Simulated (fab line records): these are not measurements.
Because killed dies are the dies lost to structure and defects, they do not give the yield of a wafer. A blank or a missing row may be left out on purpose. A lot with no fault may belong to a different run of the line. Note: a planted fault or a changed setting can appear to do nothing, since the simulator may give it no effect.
Shared-tool check    flow gf180mcu    12 lots and 36 wafers in the sample

== THE REASON FOR OPENING IT ==
Of 12 lots, 2 have the reading TOP_METAL_ALCU_THK flagged at GF_TOP_METAL_THK_MEAS_06. Fault-free wafers read 910 nm, with a standard deviation of 13.
Rule: a lot is flagged when every wafer of it that has a number lies more than 4 standard deviations from that mean, or none has a number. The other lots count as sound.

lot   measured      on             TOP_METAL_ALCU_THK (nm), wafer by wafer  flag
L594  day 27 08:13  film_metro-01  907 903 908                              
L597  day 28 01:54  film_metro-01  929 915 929                              
L599  day 28 23:10  film_metro-01  913 916 921                              
L600  day 29 06:21  film_metro-02  909 915 917                              
L601  day 29 11:47  film_metro-01  918 917 931                              
L603  day 30 03:21  film_metro-03  915 914 917                              
L607  day 31 02:47  film_metro-02  895 884 892                              
L613  day 32 16:52  film_metro-01  982 989 976                              FLAGGED
L614  day 32 22:44  film_metro-01  977 976 972                              FLAGGED
L615  day 33 02:27  film_metro-01  906 895 899                              
L616  day 33 06:34  film_metro-02  925 918 922                              
L617  day 33 12:16  film_metro-01  921 936 926                              
The numbers of the flagged lots are 979 nm on average: +69 nm against the usual, or +5 standard deviations.

== EACH LOT AND THE TOOL IT RAN ON ==
3 process steps preceding the reading are held in the record, out of 602 steps in the route. Cell contents, in order: the tool; ch with the chambers the sampled wafers went through; the start.
lot   flag     GF_V5_ETCH_16                       GF_TOP_METAL_SPUTTER_01       GF_TOP_METAL_SPUTTER_04
L594           rie_diel-03 ch 2,3, day 27 06:29    pvd_sputter-04, day 27 07:58  pvd_sputter-04, day 27 08:04
L597           rie_diel-02 ch 0,1,2, day 28 00:11  pvd_sputter-02, day 28 01:40  pvd_sputter-02, day 28 01:46
L599           rie_diel-04 ch 2,3, day 28 21:18    pvd_sputter-01, day 28 22:56  pvd_sputter-01, day 28 23:01
L600           rie_diel-03 ch 0,1,3, day 29 04:35  pvd_sputter-04, day 29 06:06  pvd_sputter-04, day 29 06:11
L601           rie_diel-03 ch 0,1,3, day 29 10:00  pvd_sputter-02, day 29 11:31  pvd_sputter-02, day 29 11:37
L603           rie_diel-03 ch 1,3, day 30 01:37    pvd_sputter-02, day 30 03:05  pvd_sputter-02, day 30 03:11
L607           rie_diel-03 ch 1,2,3, day 31 00:57  pvd_sputter-01, day 31 02:33  pvd_sputter-01, day 31 02:38
L613  FLAGGED  rie_diel-02 ch 1,3, day 32 15:08    pvd_sputter-04, day 32 16:37  pvd_sputter-04, day 32 16:43
L614  FLAGGED  rie_diel-03 ch 2,3, day 32 20:56    pvd_sputter-04, day 32 22:29  pvd_sputter-04, day 32 22:35
L615           rie_diel-04 ch 0,2,3, day 33 00:44  pvd_sputter-01, day 33 02:13  pvd_sputter-01, day 33 02:18
L616           rie_diel-03 ch 0,3, day 33 04:50    pvd_sputter-04, day 33 06:19  pvd_sputter-04, day 33 06:25
L617           rie_diel-02 ch 0,2,3, day 33 10:32  pvd_sputter-04, day 33 12:01  pvd_sputter-04, day 33 12:07
What is done by these steps:
- GF_V5_ETCH_16: etches BARC in N2/H2.
- GF_TOP_METAL_SPUTTER_01: material TiN, target thk 30 nm, time 25 s.
- GF_TOP_METAL_SPUTTER_04: material TiN, target thk 25 nm, time 20.8 s.
- GF_TOP_METAL_THK_MEAS_06: measures by xrf.

== FLAGGED AGAINST TOTAL, ONE TOOL AT A TIME (gauges that did the reading follow at the end) ==
step                      tool            lots run  flagged  share of the flagged lots  sound lots run after its first flagged lot
GF_V5_ETCH_16             rie_diel-02     3         1        some                       1 (L617)
GF_V5_ETCH_16             rie_diel-03     7         1        some                       1 (L616)
GF_V5_ETCH_16             rie_diel-04     2         0        none                       -
GF_TOP_METAL_SPUTTER_01   pvd_sputter-01  3         0        none                       -
GF_TOP_METAL_SPUTTER_01   pvd_sputter-02  3         0        none                       -
GF_TOP_METAL_SPUTTER_01   pvd_sputter-04  6         2        all                        2 (L616,L617)
GF_TOP_METAL_SPUTTER_04   pvd_sputter-01  3         0        none                       -
GF_TOP_METAL_SPUTTER_04   pvd_sputter-02  3         0        none                       -
GF_TOP_METAL_SPUTTER_04   pvd_sputter-04  6         2        all                        2 (L616,L617)
GF_TOP_METAL_THK_MEAS_06  film_metro-01   8         2        all                        2 (L615,L617)
GF_TOP_METAL_THK_MEAS_06  film_metro-02   3         0        none                       -
GF_TOP_METAL_THK_MEAS_06  film_metro-03   1         0        none                       -

== WHAT THE TABLE ALLOWS ==
pvd_sputter-04 at GF_TOP_METAL_SPUTTER_01, pvd_sputter-04 at GF_TOP_METAL_SPUTTER_04 and film_metro-01 at GF_TOP_METAL_THK_MEAS_06: these 3 rows of the table ran every flagged lot.
- pvd_sputter-04 at GF_TOP_METAL_SPUTTER_01 ran 6 lots, 2 of them flagged. Sound lots followed the first flagged one (L616, L617) on it, something a lasting fault affecting the whole tool could not allow.
- pvd_sputter-04 at GF_TOP_METAL_SPUTTER_04 ran 6 lots, 2 of them flagged. Sound lots followed the first flagged one (L616, L617) on it, something a lasting fault affecting the whole tool could not allow. On the flagged lots its readings are blank where sound lots have values: cathode_dc_power_W, chamber_pressure_pa, throttle_valve_pct.
- film_metro-01 at GF_TOP_METAL_THK_MEAS_06 ran 8 lots, 2 of them flagged. Sound lots followed the first flagged one (L615, L617) on it, something a lasting fault affecting the whole tool could not allow.
None of the table's rows ran every flagged lot and, after the first, no sound lot.

== WHAT THE SIMULATOR HAD INSERTED ==
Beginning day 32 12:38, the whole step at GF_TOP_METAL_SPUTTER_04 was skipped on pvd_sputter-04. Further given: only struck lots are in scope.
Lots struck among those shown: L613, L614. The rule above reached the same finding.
